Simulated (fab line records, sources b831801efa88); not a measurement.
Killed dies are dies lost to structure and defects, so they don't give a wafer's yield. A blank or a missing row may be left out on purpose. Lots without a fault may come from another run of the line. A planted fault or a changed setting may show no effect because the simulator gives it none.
fab line records | flow gf180mcu
record lots=5 wafers=15 last_day=34
route steps=602 shown HV_LDD@209
lots that met no fault: from a run of the same line without faults
start_h: hours from the record's first day to the start of the lot's first wafer shown | wait_h: hours since the lot's step before | " the same as in the row above | L1.1+2: a row that stands for several wafers | - no value, or no start given | * or withheld: withheld | < > ~ a bound
route shown NAME@n: a module of which the file shows steps, and the number in the route of the first | usual: mean/standard deviation of fault-free wafers | same: alike in all rows | chamber/n: place in a boat | sites: the reading at each site | _std_site: their standard deviation | _edge_site: outer sites' mean less inner sites' | radius_mm: how far each site lies from the wafer's centre | mask NAME#n: copy n | behind: the tool/chamber that last shaped the wafer | hold: why the lot was held/for how many hours/how that ended | device: the transistor (n, p or np) that didn't switch | end of line: the same wafers' tests at the end of the route | a step without rows: its recipe alone | killed: dies lost to structure and defects at the first sort, not the wafer's yield | map: a wafer's dies, x killed, . not, _ none there
set.NAME: the setting as run; set.NAME@STEP: as run at that earlier step | model.NAME: the simulator's own value behind a step, which no gauge read
lots at some steps of the route; a table a step, a row a wafer
services: from which hour (start_h, from the record's first day; less than 0 if before it) a tool's chamber was out of use, for how many hours, and why
## steps
# step GF_HV_LDD_IMPLANT_33
# recipe species=P energy_kev=60 dose_cm2=7.5e+12 tilt_deg=30 rotation_deg=0
# usual beam_on_s=10.00/0.21 end_station_pressure_torr=5.03e-06/2.6e-07 faraday_current_uA=42.3/0.89
# columns lot.wafer tool chamber start_h wait_h beam_on_s end_station_pressure_torr faraday_current_uA
L079.1 implanter-01 0 292.79 0.0 10.19 5.37e-06 41.4
L079.3 " 0 " " 9.61 4.97e-06 43.9
L079.6 " 0 " " 10.07 5.05e-06 42.3
L082.1 implanter-01 0 319.14 0.0 9.50 4.97e-06 44.4
L082.2 " 0 " " 9.98 5.27e-06 42.6
L082.6 " 0 " " 9.85 4.9e-06 42.6
L083.1 implanter-02 0 324.44 0.0 9.91 5.02e-06 42.7
L083.2 " 0 " " 9.96 4.58e-06 42.2
L083.3 " 0 " " 10.09 5.18e-06 41.8
L090.1 implanter-03 0 383.45 0.0 9.96 4.47e-06 42.3
L090.3 " 0 " " 10.17 4.95e-06 41.6
L090.4 " 0 " " 10.22 4.72e-06 41.3
L097.1 implanter-02 0 438.64 0.0 9.89 4.96e-06 42.6
L097.2 " 0 " " 10.10 5.04e-06 41.9
L097.6 " 0 " " 10.01 4.74e-06 42.2
# step GF_HV_LDD_IMPLANT_34
# recipe species=P energy_kev=60 dose_cm2=7.5e+12 tilt_deg=30 rotation_deg=90
# usual beam_on_s=10.01/0.2 end_station_pressure_torr=5.02e-06/2.6e-07 faraday_current_uA=42.3/0.84
# columns lot.wafer tool chamber start_h wait_h beam_on_s end_station_pressure_torr faraday_current_uA
L079.1 implanter-01 0 292.94 0.1 9.59 4.8e-06 44.1
L079.3 " 0 " " 10.36 5.01e-06 40.8
L079.6 " 0 " " 10.04 4.77e-06 42.0
L082.1 implanter-01 0 319.29 0.1 9.80 5.37e-06 43.3
L082.2 " 0 " " 9.80 5.34e-06 42.9
L082.6 " 0 " " 9.91 5.23e-06 42.7
L083.1 implanter-02 0 324.59 0.1 10.28 5.34e-06 41.2
L083.2 " 0 " " 10.26 5e-06 41.1
L083.3 " 0 " " 10.10 5.03e-06 42.0
L090.1 implanter-03 0 383.60 0.1 10.40 5.1e-06 40.7
L090.3 " 0 " " 10.04 5.21e-06 42.0
L090.4 " 0 " " 9.72 5.33e-06 43.5
L097.1 implanter-02 0 438.79 0.1 10.02 4.83e-06 42.2
L097.2 " 0 " " 9.78 5.43e-06 43.1
L097.6 " 0 " " 10.23 4.76e-06 41.4
# step GF_HV_LDD_IMPLANT_35
# recipe species=P energy_kev=60 dose_cm2=7.5e+12 tilt_deg=30 rotation_deg=180
# usual beam_on_s=10.01/0.21 end_station_pressure_torr=5.04e-06/2.6e-07 faraday_current_uA=42.3/0.88
# columns lot.wafer tool chamber start_h wait_h beam_on_s end_station_pressure_torr faraday_current_uA
L079.1 implanter-01 0 293.09 0.1 10.01 5.35e-06 42.4
L079.3 " 0 " " 10.20 4.97e-06 41.4
L079.6 " 0 " " 9.85 5.44e-06 42.9
L082.1 implanter-01 0 319.44 0.1 9.82 4.91e-06 42.8
L082.2 " 0 " " 10.49 4.97e-06 40.3
L082.6 " 0 " " 9.87 4.63e-06 42.7
L083.1 implanter-02 0 324.74 0.1 9.86 4.93e-06 42.9
L083.2 " 0 " " 9.98 5.47e-06 42.3
L083.3 " 0 " " 9.97 4.75e-06 42.4
L090.1 implanter-03 0 383.75 0.1 9.89 5.26e-06 42.9
L090.3 " 0 " " 9.69 4.99e-06 43.5
L090.4 " 0 " " 10.20 4.94e-06 41.7
L097.1 implanter-02 0 438.94 0.1 10.10 5.22e-06 41.9
L097.2 " 0 " " 10.06 4.96e-06 42.0
L097.6 " 0 " " 10.23 4.9e-06 41.5
# step GF_HV_LDD_IMPLANT_36
# recipe species=P energy_kev=60 dose_cm2=7.5e+12 tilt_deg=30 rotation_deg=270
# usual beam_on_s=9.99/0.21 end_station_pressure_torr=5.03e-06/2.7e-07 faraday_current_uA=42.3/0.88
# columns lot.wafer tool chamber start_h wait_h beam_on_s end_station_pressure_torr faraday_current_uA
L079.1 implanter-01 0 293.24 0.1 9.86 4.84e-06 42.6
L079.3 " 0 " " 9.94 5.41e-06 42.8
L079.6 " 0 " " 9.60 5.25e-06 43.9
L082.1 implanter-01 0 319.59 0.1 9.72 5.24e-06 43.3
L082.2 " 0 " " 9.89 5.29e-06 42.6
L082.6 " 0 " " 9.94 5.13e-06 42.7
L083.1 implanter-02 0 324.89 0.1 9.95 5.26e-06 42.5
L083.2 " 0 " " 10.16 5.43e-06 41.7
L083.3 " 0 " " 10.17 4.95e-06 41.8
L090.1 implanter-03 0 383.90 0.1 10.03 4.78e-06 42.4
L090.3 " 0 " " 10.22 5.09e-06 41.5
L090.4 " 0 " " 10.30 4.89e-06 40.9
L097.1 implanter-02 0 439.09 0.1 10.09 4.6e-06 41.9
L097.2 " 0 " " 9.74 5.21e-06 43.3
L097.6 " 0 " " 9.92 5.51e-06 42.6
# step GF_HV_LDD_STRIP_37
# recipe chemistry=O2/N2 power_w=1400 pressure_mtorr=1500 platen_temp_c=250 o2_flow_sccm=3000 n2_flow_sccm=300 overash_fraction=0.5
# usual drypump_motor_current_A=5.59/0.12 heater_power_w=332/34 n2_flow_sccm=300.1/0.85 oes_product_au=0.716/0.0046 strip_time_to_endpoint_s=12.65/0.033
# columns lot.wafer tool chamber start_h wait_h drypump_motor_current_A heater_power_w n2_flow_sccm oes_product_au rf_hours_counter_h strip_time_to_endpoint_s
L079.1 plasma_asher-04 1 293.39 0.1 5.50 303 299.4 0.715 63 12.61
L079.3 " 1 " " 5.49 306 300.0 0.714 - 12.61
L079.6 " 0 " " 5.78 352 299.8 0.708 - 12.61
L082.1 plasma_asher-03 0 319.74 0.1 5.46 389 300.9 0.715 22 12.68
L082.2 " 1 " " 5.82 368 299.1 0.720 22 12.67
L082.6 " 0 " " 5.46 392 301.4 0.714 - 12.68
L083.1 plasma_asher-02 1 325.04 0.1 5.62 292 300.5 0.717 54 12.65
L083.2 " 0 " " 5.52 322 299.8 0.717 54 12.66
L083.3 " 0 " " 5.54 330 299.2 0.721 - 12.63
L090.1 plasma_asher-04 0 384.05 0.1 5.76 343 300.3 0.718 70 12.65
L090.3 " 1 " " 5.48 307 300.1 0.721 - 12.63
L090.4 " 0 " " 5.80 347 301.5 0.722 - 12.63
L097.1 plasma_asher-04 0 439.24 0.1 5.77 356 299.7 0.712 1 12.66
L097.2 " 1 " " 5.48 286 299.9 0.721 1 12.60
L097.6 " 0 " " 5.76 360 300.2 0.707 - 12.64
# step GF_HV_LDD_TW_MEAS_38
# usual HV_LDD_3_TW=1430/13
# columns lot.wafer tool chamber start_h wait_h HV_LDD_3_TW
L079.1 film_metro-03 - 293.49 0.1 1401
L079.3 " - " " 1411
L079.6 " - " " 1396
L082.1 film_metro-02 - 319.84 0.1 1449
L082.2 " - " " 1448
L082.6 " - " " 1444
L083.1 film_metro-02 - 325.14 0.1 1446
L083.2 " - " " 1445
L083.3 " - " " 1446
L090.1 film_metro-04 - 384.15 0.1 1432
L090.3 " - " " 1426
L090.4 " - " " 1429
L097.1 film_metro-03 - 439.34 0.1 1417
L097.2 " - " " 1421
L097.6 " - " " 1420
# step GF_HV_LDD_DEHYDRATE_39
# recipe temp_c=200 time_s=60
# usual chill_plate_temp_C=23.01/0.094
# columns lot.wafer tool chamber start_h wait_h chill_plate_temp_C
L079.1 litho_track-02 0 302.78 9.3 23.08
L079.3 " 0 " " 23.17
L079.6 " 0 " " 23.14
L082.1 litho_track-01 0 329.60 9.7 23.02
L082.2 " 0 " " 22.91
L082.6 " 0 " " 22.99
L083.1 litho_track-01 0 334.60 9.4 22.87
L083.2 " 0 " " 23.03
L083.3 " 0 " " 23.09
L090.1 litho_track-01 0 395.00 10.8 22.98
L090.3 " 0 " " 22.89
L090.4 " 0 " " 22.89
L097.1 litho_track-01 0 451.29 11.9 23.00
L097.2 " 0 " " 23.09
L097.6 " 0 " " 23.00
# step GF_HV_LDD_HMDS_40
# recipe prime_time_s=60 prime_temp_c=120
# usual chill_plate_temp_C=22.98/0.11 prime_temp_c=120.01/0.14
# columns lot.wafer tool chamber start_h wait_h chill_plate_temp_C prime_temp_c
L079.1 litho_track-02 0 302.93 0.1 22.95 120.02
L079.3 " 0 " " 23.04 120.03
L079.6 " 0 " " 23.02 119.96
L082.1 litho_track-01 0 329.75 0.1 22.93 119.91
L082.2 " 0 " " 22.89 120.08
L082.6 " 0 " " 22.77 120.07
L083.1 litho_track-01 0 334.75 0.1 23.10 120.01
L083.2 " 0 " " 23.08 120.07
L083.3 " 0 " " 23.06 120.35
L090.1 litho_track-01 0 395.15 0.1 23.10 119.95
L090.3 " 0 " " 22.99 120.07
L090.4 " 0 " " 22.93 120.16
L097.1 litho_track-01 0 451.44 0.1 22.91 119.94
L097.2 " 0 " " 22.97 120.00
L097.6 " 0 " " 23.02 120.12
## services
# columns tool chamber start_h hours kind
implanter-02 - 274.42 6.7 pm
plasma_asher-02 - 296.84 4.7 repair
plasma_asher-03 - 344.91 1.5 repair
plasma_asher-04 - 354.03 16.7 pm
plasma_asher-04 - 407.95 9.8 repair
implanter-02 - 414.74 2.8 pm
plasma_asher-04 - 421.25 9.0 pm
plasma_asher-04 0 421.25 9.0 vent_cycle
plasma_asher-04 1 421.25 9.0 vent_cycle
plasma_asher-03 - 427.70 8.8 repair
plasma_asher-04 0 430.25 - clean
plasma_asher-04 1 430.25 - clean
implanter-01 - 431.81 9.2 pm
## key
fault none
